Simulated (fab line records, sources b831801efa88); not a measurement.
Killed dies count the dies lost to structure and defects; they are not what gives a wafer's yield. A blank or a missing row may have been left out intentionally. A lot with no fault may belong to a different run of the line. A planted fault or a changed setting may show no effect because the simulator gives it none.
Matching of chambers -- flow sky130 -- 4 sister chambers for SKY_VIA2_ETCH_15 on rie-diel-04
The step etches SiO2 in C4F8/O2/Ar, stops on TiN, target depth 546 nm, time 84 s. 16 wafers are shown with their chamber, then 8 later ones without.

## WAFERS, EACH WITH ITS CHAMBER
wafer,chamber,rf-fwd-power-W (W),oes-product-au (a.u.)
L078.2,2,1486,0.942
L078.5,3,1494,0.941
L078.6,2,1489,0.937
L080.2,0,1491,0.942
L080.4,3,1488,0.940
L080.5,0,1479,0.933
L082.1,1,1492,0.945
L082.5,3,1491,0.943
L082.6,0,1491,0.935
L087.1,2,1490,0.931
L087.4,2,1488,0.947
L087.6,1,1494,0.940
L090.3,2,1489,0.942
L090.4,3,1480,0.947
L090.5,2,1496,0.946
L092.3,0,1493,0.944

SIGNATURES, as means of the wafers listed above
reading,chamber 0,chamber 1,chamber 2,chamber 3,scatter within a chamber
rf-fwd-power-W,1488.50,1493.00,1489.67,1488.25,4.93
oes-product-au,0.93850,0.94250,0.94083,0.94275,0.00504
Rule: for each reading, subtract the chamber's mean from the wafer's reading, divide by that reading's scatter and square the result; add these up over the readings and take the root, which gives the wafer's distance from the chamber. If the next closest chamber is less than 2 further off than the closest, the wafer can't be placed; otherwise it belongs to the closest. How the scatter is found: for the shown wafers, subtract from each reading the mean of its chamber, square and add these, divide the total by (wafers less chambers), then take the root.

## WAFERS MISSING THEIR CHAMBER
wafer,rf-fwd-power-W (W),oes-product-au (a.u.)
L092.5,1492,0.946
L092.6,1497,0.938
L093.1,1487,0.941
L093.2,1487,0.937
L093.4,1491,0.938
L096.1,1488,0.937
L096.2,1490,0.937
L096.4,1491,0.941

## THE CHAMBER EACH PASSED THROUGH
wafer,from the rows above,in truth
L092.5,can't be placed: 1 or 3 or 2 or 0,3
L092.6,can't be placed: 1 or 2 or 0 or 3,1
L093.1,can't be placed: 3 or 2 or 0 or 1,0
L093.2,can't be placed: 0 or 2 or 3 or 1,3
L093.4,can't be placed: 0 or 2 or 1 or 3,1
L096.1,can't be placed: 0 or 2 or 3 or 1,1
L096.2,can't be placed: 0 or 2 or 3 or 1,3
L096.4,can't be placed: 2 or 1 or 3 or 0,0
0 of 8 placed correctly. These rows do not allow placing 8 (true chamber among the candidates in 8). Number placed wrongly: 0.
